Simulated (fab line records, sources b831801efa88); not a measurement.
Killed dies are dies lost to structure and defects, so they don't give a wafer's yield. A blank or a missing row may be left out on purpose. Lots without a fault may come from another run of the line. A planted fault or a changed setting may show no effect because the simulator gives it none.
Tool commonality check | flow sky130 | 14 lots, 41 wafers sampled

WHY IT WAS OPENED
At SKY_SD_P_OVL_MEAS_08 the reading SD_P_OVL is flagged on 3 of 14 lots. Wafers without a fault read -1.0 nm, standard deviation 1.6.
Rule: a lot is flagged when every wafer of it that has a number lies more than 4 standard deviations from that mean, or none has a number. The other lots count as sound.

lot  | measured     | on         | SD_P_OVL (nm), wafer by wafer | flag
L487 | day 25 07:54 | overlay-02 | -1.9 0.3 -0.4                 |
L488 | day 26 01:13 | overlay-02 | -2.2 -0.8 -2.7                |
L489 | day 26 04:28 | overlay-02 | -0.1 2.1 -0.1                 |
L490 | day 26 13:00 | overlay-01 | -0.2 -2.0 -2.6                |
L491 | day 26 18:27 | overlay-02 | -1.3 -2.7 -3.4                |
L492 | day 27 23:25 | overlay-02 | 0.6 -0.5 -0.7                 |
L493 | day 28 02:19 | overlay-02 | -1.0 -0.5 -1.3                |
L496 | day 29 11:15 | overlay-01 | 0.7 -0.9 0.0                  |
L497 | day 29 14:07 | overlay-01 | 73.7 76.4 75.7                | FLAGGED
L498 | day 30 08:58 | overlay-01 | 72.7 72.8 72.4                | FLAGGED
L500 | day 30 10:43 | overlay-01 | -0.8 0.4                      |
L501 | day 30 14:07 | overlay-02 | 74.4 73.2 75.6                | FLAGGED
L504 | day 31 20:46 | overlay-02 | -1.3 -2.7 -4.4                |
L509 | day 33 04:09 | overlay-01 | -1.6 -1.9 -2.2                |
The numbers of the flagged lots are 74.1 nm on average: +75.1 nm against the usual, or +47 standard deviations.

WHICH TOOL RAN EACH LOT
The record holds 1 process step before the reading, out of a route of 708 steps. In each cell: the tool, then ch and the chambers that the sampled wafers went through, then the start.
lot  | flag    | SKY_SD_P_EXPOSE_04
L487 |         | iline_stepper-02 ch 0, day 24 16:41
L488 |         | iline_stepper-01 ch 0, day 25 10:52
L489 |         | iline_stepper-01 ch 0, day 25 14:16
L490 |         | iline_stepper-01 ch 0, day 25 21:59
L491 |         | iline_stepper-01 ch 0, day 26 03:13
L492 |         | iline_stepper-01 ch 0, day 27 09:01
L493 |         | iline_stepper-02 ch 0, day 27 11:58
L496 |         | iline_stepper-02 ch 0, day 28 22:19
L497 | FLAGGED | iline_stepper-02 ch 0, day 29 00:47
L498 | FLAGGED | iline_stepper-02 ch 0, day 29 17:40
L500 |         | iline_stepper-01 ch 0, day 29 20:39
L501 | FLAGGED | iline_stepper-02 ch 0, day 30 00:41
L504 |         | iline_stepper-01 ch 0, day 31 08:25
L509 |         | iline_stepper-01 ch 0, day 32 16:32
What these steps do:
- SKY_SD_P_EXPOSE_04: exposes mask PSDM, target cd 380 nm.
- SKY_SD_P_OVL_MEAS_08

FLAGGED OVER TOTAL, TOOL BY TOOL (the gauges that took the reading come last)
step                 | tool             | lots run | flagged | share of the flagged lots | sound lots run after its first flagged lot
SKY_SD_P_EXPOSE_04   | iline_stepper-01 | 8        | 0       | none                      | -
SKY_SD_P_EXPOSE_04   | iline_stepper-02 | 6        | 3       | all                       | 0
SKY_SD_P_OVL_MEAS_08 | overlay-01       | 6        | 2       | some                      | 2 (L500,L509)
SKY_SD_P_OVL_MEAS_08 | overlay-02       | 8        | 1       | some                      | 1 (L504)

WHAT THE TABLE ALLOWS
1 row of the table ran every flagged lot: iline_stepper-02 at SKY_SD_P_EXPOSE_04.
- iline_stepper-02 at SKY_SD_P_EXPOSE_04: 3 of its 6 lots flagged. Its last sound lot is L496 (day 28 22:19), its first flagged lot L497 (day 29 00:47): a fault that began between those two fits.
One tool is left: iline_stepper-02 at SKY_SD_P_EXPOSE_04.

WHAT THE SIMULATOR HAD PUT IN
Scanner matching overlay: iline_stepper-02, from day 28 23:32 on, at SKY_SD_P_EXPOSE_04. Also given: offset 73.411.
Lots struck among those shown: L497, L498, L501. The rule above found the same.
